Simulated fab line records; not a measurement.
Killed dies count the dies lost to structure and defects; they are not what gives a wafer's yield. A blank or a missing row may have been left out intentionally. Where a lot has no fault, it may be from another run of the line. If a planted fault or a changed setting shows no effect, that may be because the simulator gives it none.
A struck lot beside a sound one ; flow sfq_line ; 31 out of 325 route steps
Sound: wafers L134.3, L134.4, L134.5. Struck: wafer L142.5; the same lot's L142.2 was not struck, so it is left out; see the end for the cause.
Each step with rows lists, per side, the tool, then ch with its chambers, then its first start. Under that, the readings that differ: sound wafers ; struck wafers ; difference of the means ; sigmas: that difference in standard deviations of wafers without a fault.
alike: readings whose means differ by less than 2 such deviations, and words and numbers that are the same on both sides. not compared: withheld readings, readings that some wafer has no value for, bounds like >300 that may hide the same value, and numbers for which the record gives no deviation and whose values overlap.
The two part at a step that has a row with sigmas, a row that says differs or no value, or rows on one side only. Non-overlapping numbers with no deviation appear without sigmas and do not part them. A reading missing from all wafers of one side parts the sides only when that side holds two or more wafers.

SFQ_INCOMING_BOW_MEAS_900:
  sound on film_metro-04, day 2 11:02; struck on film_metro-01, day 4 03:01
  alike: INCOMING_BOW
then, 1 step without rows for these wafers: SFQ_TRILAYER_INCOMING_OXIDATION_002 (target thk 500 nm, ox time 4939 s).
SFQ_TRILAYER_L0_DEP_SPUTTER_003: material MoNx KI, target thk 40 nm, time 100 s.
  sound on pvd_sputter-03, day 2 13:29; struck on pvd_sputter-06, day 4 05:29
reading;sound;struck;difference;sigmas
model.MoNx_KI_of_TRILAYER_L0_DEP_SPUTTER_003.thk_nm (nm);39.93 39.61 39.88;23.25;-16.56;
  alike: base_pressure_pa, throttle_valve_pct
SFQ_L0_RS_MEAS_901: uses a four-point probe to measure.
  sound on film_metro-01, day 2 13:36; struck on film_metro-02, day 4 05:52
reading;sound;struck;difference;sigmas
L0_MONX_KI_RS (ohm/sq);43.6 43.9 43.7;74.8;+31.1;+66
  not compared: hold
SFQ_L0_THK_MEAS_902: measures by xrf.
  sound on film_metro-01, day 2 13:42; struck on film_metro-02, day 4 08:53
reading;sound;struck;difference;sigmas
L0_MONX_KI_THK (nm);39.6 38.9 39.6;22.9;-16.5;-34
  not compared: hold
then, 5 steps without rows for these wafers: SFQ_TRILAYER_L0_LITHO_COAT_005 (resist thk 600 nm); SFQ_TRILAYER_L0_LITHO_SOFTBAKE_009; SFQ_TRILAYER_L0_LITHO_EXPOSE_006 (exposes mask L0, target cd 2000 nm); SFQ_TRILAYER_L0_LITHO_PEB_008 (peb time 60 s); SFQ_TRILAYER_L0_LITHO_DEVELOP_007 (time 60 s).
-- the record jumps here: 3 days lie between the struck wafers' starts before and after --
SFQ_TRILAYER_L0_BARC_OPEN_METAL_ETCH_010: etches BARC in O2, target depth 125 nm, time 41.7 s.
  sound on rie_metal-02 ch 0,1, day 5 16:29; struck on rie_metal-02 ch 1, day 7 06:52
  alike: chamber_pressure_mTorr, drypump_motor_current_A, oes_product_au
  not compared: rf_hours_counter_h
SFQ_TRILAYER_L0_ETCH_METAL_ETCH_008: etches MoNx KI in SF6/O2, stops on SiO2, target depth 50 nm, time 25 s.
  sound on rie_metal-02 ch 0,1, day 5 16:32; struck on rie_metal-02 ch 1, day 7 06:55
reading;sound;struck;difference;sigmas
oes_product_au (a.u.);0.871 0.868 0.876;0.666;-0.206;-29
  alike: chamber_pressure_mTorr, drypump_motor_current_A
  not compared: rf_hours_counter_h
SFQ_TRILAYER_L0_STRIP_STRIP_009: strips in O2.
  sound on rie_metal-02 ch 0,1, day 5 16:46; struck on rie_metal-02 ch 1, day 7 06:58
  alike: chamber_pressure_mTorr, drypump_motor_current_A, oes_product_au
  not compared: rf_hours_counter_h
then, 1 step without rows for these wafers: SFQ_TRILAYER_L0_STRIP_SOLV_CLEAN_010 (cleans in NMP, time 600 s).
SFQ_TRILAYER_L0_CAP_PECVD_011: deposits SiO2 from SiH4/N2O, time 13.333 s, target thk 60 nm.
  sound on pecvd-02 ch 1,2, day 5 17:21; struck on pecvd-03 ch 1, day 7 07:45
  alike: heater_power_outer_w, heater_power_w, showerhead_vpp_V, throttle_valve_pct
then, 6 steps without rows for these wafers: SFQ_TRILAYER_L0_VIA_LITHO_COAT_018 (resist thk 62 nm); SFQ_TRILAYER_L0_VIA_LITHO_COAT_013 (resist thk 650 nm); SFQ_TRILAYER_L0_VIA_LITHO_SOFTBAKE_017; SFQ_TRILAYER_L0_VIA_LITHO_EXPOSE_014 (exposes mask L0V, target cd 700 nm); SFQ_TRILAYER_L0_VIA_LITHO_PEB_016 (peb time 60 s); SFQ_TRILAYER_L0_VIA_LITHO_DEVELOP_015 (time 60 s).
-- the record jumps here: 4 days lie between the struck wafers' starts before and after --
SFQ_L0V_OVL_MEAS_903:
  sound on overlay-02, day 9 07:19; struck on overlay-01, day 10 21:49
  alike: L0V_OVL
SFQ_TRILAYER_L0_VIA_BARC_OPEN_VIA_ETCH_021: etches BARC in O2, target depth 125 nm, time 41.7 s.
  sound on rie_diel-03 ch 0,2, day 9 07:21; struck on rie_diel-02 ch 3, day 10 21:51
  alike: chamber_pressure_mTorr, drypump_motor_current_A, oes_product_au
  not compared: rf_hours_counter_h
then, 4 steps without rows for these wafers: SFQ_TRILAYER_L0_VIA_ETCH_VIA_ETCH_016 (etches SiO2 in CHF3, stops on MoNx KI, target depth 80 nm); SFQ_TRILAYER_L0_VIA_STRIP_STRIP_017 (strips in O2); SFQ_TRILAYER_L0_VIA_STRIP_SOLV_CLEAN_018 (cleans in NMP, time 600 s); SFQ_TRILAYER_M0_DEP_PRE_CLEAN_020 (time 15 s).
SFQ_TRILAYER_M0_DEP_SPUTTER_019: material Nb, target thk 200 nm, time 133.3 s.
  sound on pvd_sputter-05, day 9 08:14; struck on pvd_sputter-04, day 10 22:44
  alike: base_pressure_pa, resputter_cathode_voltage_v, throttle_valve_pct
SFQ_M0_RS_MEAS_904: uses a four-point probe to measure.
  sound on film_metro-02, day 9 08:22; struck on film_metro-02, day 10 22:50
  alike: M0_NB_RS
then, 1 step without rows for these wafers: SFQ_TRILAYER_M0_LITHO_COAT_026 (resist thk 62 nm).
-- the record jumps here: 71 days lie between the struck wafers' starts before and after --
SFQ_M8_BOW_MEAS_951:
  sound on film_metro-04, day 80 19:44; struck on film_metro-02, day 82 01:42
reading;sound;struck;difference;sigmas
model.etest.l0.ohm_sq;43.55 43.9 43.61;74.8;+31.1;
model.etest.l0v.link_ohm;44.48 44.83 44.53;75.73;+31.12;
model.etest.l0.ohm_um;21.77 21.95 21.8;37.39;+15.55;
  alike: M8_BOW

## WHERE THEY PART
First at SFQ_L0_RS_MEAS_901; last, within this record, at SFQ_TRILAYER_L0_ETCH_METAL_ETCH_008. Later steps at which nothing parts them and some readings are alike: SFQ_TRILAYER_L0_STRIP_STRIP_009, SFQ_TRILAYER_L0_CAP_PECVD_011, SFQ_L0V_OVL_MEAS_903, SFQ_TRILAYER_L0_VIA_BARC_OPEN_VIA_ETCH_021, SFQ_TRILAYER_M0_DEP_SPUTTER_019, SFQ_M0_RS_MEAS_904, SFQ_M8_BOW_MEAS_951.

WHY: the cause the simulator had injected
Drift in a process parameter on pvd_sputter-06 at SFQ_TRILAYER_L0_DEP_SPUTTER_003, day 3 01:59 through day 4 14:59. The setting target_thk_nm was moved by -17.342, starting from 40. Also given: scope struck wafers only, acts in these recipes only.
